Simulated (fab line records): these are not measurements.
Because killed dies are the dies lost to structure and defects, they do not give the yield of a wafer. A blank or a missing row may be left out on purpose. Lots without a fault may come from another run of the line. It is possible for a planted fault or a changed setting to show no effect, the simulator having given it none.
2 desks looking at one fault | flow gf180mcu | only its own numbers are on each desk; what lay behind them is given at the end

## AT THE METROLOGY DESK
What the gauges read, lot by lot, whatever tool the lot ran on: means of the sampled wafers that have a number. A lot is out of limits, marked OUT, if its mean lies more than 4 standard deviations from the usual mean; the brackets give that distance.
Columns: A = cd_nm at GF_STI_CD_MEAS_12, usual 220.1 nm; B = VT_IMPLANT_4_TW at GF_VT_IMPLANT_TW_MEAS_43, usual 694; C = HV_LDD_OVL at GF_HV_LDD_OVL_MEAS_08, usual -0.6 nm; D = HV_LDD_03_OVL at GF_HV_LDD_OVL_MEAS_47, usual -1.2 nm
lot  | first seen here | A     | B             | C    | D
L683 | day 2 01:18     | 219.4 | 689           | -2.9 | -0.6
L684 | day 2 06:22     | 221.1 | 691           | 1.6  | -1.5
L685 | day 2 11:15     | 220.5 | 687           | 0.1  | -0.3
L687 | day 2 21:03     | 218.7 | 700           | 0.7  | -0.9
L688 | day 3 02:53     | 219.2 | 696           | 1.3  | -1.4
L689 | day 3 08:59     | 219.0 | 687           | -0.1 | -0.0
L690 | day 3 12:59     | 219.5 | 690           | 0.7  | -2.4
L691 | day 3 18:52     | 220.6 | 688           | -2.5 | -1.9
L692 | day 4 04:20     | 220.2 | 685           | -1.5 | 0.8
L693 | day 4 08:26     | 220.9 | 693           | -0.8 | -2.5
L695 | day 4 15:45     | 220.6 | 625 (-12) OUT | -0.4 | -1.1
L697 | day 5 02:17     | 220.3 | 619 (-13) OUT | -0.3 | -1.3
L698 | day 5 08:26     | 220.1 | 686           | -0.5 | -1.1
L705 | day 6 17:58     | 218.2 | 696           | 0.4  | -1.9
Finding of this desk: L695, L697 out of limits, first seen on L695 at day 11 02:17 (VT_IMPLANT_4_TW at GF_VT_IMPLANT_TW_MEAS_43). Within limits: L683, L684, L685, L687, L688, L689, L690, L691, L692, L693, L698, L705.

## TOOL OWNER'S DESK, implanter-03
The tool's own readings at GF_VT_IMPLANT_IMPLANT_41: means of the sampled wafers that have a number, for each lot that ran on this tool. A lot is out of limits, marked OUT, if its mean lies more than 4 standard deviations from the usual mean; the brackets give that distance.
Columns: A = faraday_current_uA at GF_VT_IMPLANT_IMPLANT_41, usual 5.71; B = tilt_deg at GF_VT_IMPLANT_IMPLANT_41, usual 6.997 degrees
lot  | first seen here | A    | B
L684 | day 7 19:17     | 5.74 | 6.993
L691 | day 9 18:05     | 5.76 | 7.006
L692 | day 10 04:56    | 5.74 | 6.975
L695 | day 11 02:02    | 5.69 | -0.004 (-99 or more) OUT
L697 | day 11 12:01    | 5.79 | -0.024 (-99 or more) OUT
This desk finds L695, L697 out of limits, L695 being first, at day 11 02:02 (tilt_deg at GF_VT_IMPLANT_IMPLANT_41). Within limits: L684, L691, L692.

## ALL TOGETHER
At day 11 02:02, on L695, L697, the tool owner's desk was in a position to raise an alarm.
On L695, L697, the metrology desk was in a position to raise an alarm at day 11 02:17.
The lots listed all ran GF_VT_IMPLANT_IMPLANT_41 on implanter-03.

## WHAT THE SIMULATOR HAD PUT IN
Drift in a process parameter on implanter-03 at GF_VT_IMPLANT_IMPLANT_41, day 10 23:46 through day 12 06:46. Setting tilt_deg shifted by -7 from 7. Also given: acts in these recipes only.
Shown lots that were struck: L695, L697.
Counting hours from when the fault started, the first reading out of limits came at 2 for the tool owner's desk and at 3 for the metrology desk.
